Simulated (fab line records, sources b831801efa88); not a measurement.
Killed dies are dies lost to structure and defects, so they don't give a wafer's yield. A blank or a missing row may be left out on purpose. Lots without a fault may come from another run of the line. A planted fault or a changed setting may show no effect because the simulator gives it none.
Problem report in the 8D (eight disciplines) form, filled by code | flow sky130 | the parts of the form that need people (team, actions taken, sign-off) are left out

1. THE PROBLEM
LDD_N_TW at SKY_LDD_N_TW_MEAS_17 reads a mean of 2918 on 6 wafers of 2 lots; wafers without a fault read 2564 with a standard deviation of 20. That is +18 standard deviations from the usual mean.
First seen on wafer L944.2, day 24 03:16, on film_metro-04. The record holds 30 wafers of 10 lots with a number at this step. Rule for "out", or "out of limits": more than 4 standard deviations from the usual mean. The other wafers with a number count as sound.

2. WHAT IT IS AND WHAT IT IS NOT
question                    | is                     | is not
which readings at this step | LDD_N_TW               | -
which lots                  | L944, L947             | L930, L932, L934, L938, L939, L949, L950, L951
which wafers of those lots  | all that have a number | -
read on which gauges        | film_metro-04          | film_metro-01, film_metro-03
when                        | from day 24 03:16      | up to then (15 sound wafers); but 9 sound wafers of L949, L950, L951 came after

3. SUSPECTS, AND WHAT RULES EACH OUT
Counting: a tool at a process step up to the reading stays a suspect if it ran every lot that is out and no sound lot after the first of them.
- the gauge at SKY_LDD_N_TW_MEAS_17: ruled out. All the wafers that are out were read on film_metro-04, but those of them that SKY_LDD_N_IMPLANT_08 has rows for are out there too, on other tools.
- implanter-01 at SKY_LDD_N_IMPLANT_08: kept. It ran every lot that is out, first L944 (day 24 01:59), and no sound lot after that; its last sound lot up to then is L934 (day 20 02:37). Its own readings are out on those wafers: beam_on_s, dose_ions_cm2, faraday_current_uA.
- plasma_asher-03 at SKY_LDD_N_STRIP_16 (strips in O2/N2): ruled out as a lasting fault. Sound lots L949, L951 ran on it after its first lot that is out, L944 (day 24 03:10).
Left after counting: implanter-01 at SKY_LDD_N_IMPLANT_08.

4. THE CAUSE (what the simulator had put in)
Process parameter drift: implanter-01, from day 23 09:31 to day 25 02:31, at SKY_LDD_N_IMPLANT_08. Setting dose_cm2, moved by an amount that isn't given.
Counting left only this tool.

5. THE CHAIN OF EFFECTS, in route order
Each row: a reading whose mean over the struck wafers that have a number lies more than 3 standard deviations from the usual. Only readings for which the record gives a usual standard deviation are gone through. hours: the time from each lot's start at the first step in this table that gives one to its start at this step, as a median over the lots. sigmas: the change in usual standard deviations.
hours | step                 | reading                  | usual   | on struck wafers | change   | sigmas
0     | SKY_LDD_N_IMPLANT_08 | beam_on_s                | 9.99 s  | 58.87            | +48.88   | +99 or more
0     | SKY_LDD_N_IMPLANT_08 | dose_ions_cm2            | 7.5e+13 | 5.8e+14          | +5.1e+14 | +99 or more
0     | SKY_LDD_N_IMPLANT_08 | faraday_current_uA       | 423     | 556              | +132     | +17
1     | SKY_LDD_N_STRIP_16   | strip_time_to_endpoint_s | 4.314 s | 5.458            | +1.144   | +67
1     | SKY_LDD_N_TW_MEAS_17 | LDD_N_TW                 | 2564    | 2918             | +354     | +18
The process steps in it:
- SKY_LDD_N_IMPLANT_08
- SKY_LDD_N_STRIP_16: strips in O2/N2.

6. WHAT WOULD HAVE CAUGHT IT SOONER
In this record the first reading out of limits at a measuring or inspecting step was taken at day 24 03:16, 18 hours after the fault began at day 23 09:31.
The tool's own readings at SKY_LDD_N_IMPLANT_08 were out on every struck wafer that the step has a row for (beam_on_s, dose_ions_cm2, faraday_current_uA): an alarm limit on them would have fired on the first of those.
Of the lots that are out (2), L947 began SKY_LDD_N_IMPLANT_08 on implanter-01 after day 24 03:16. A hold on the tool at that time would have spared it.
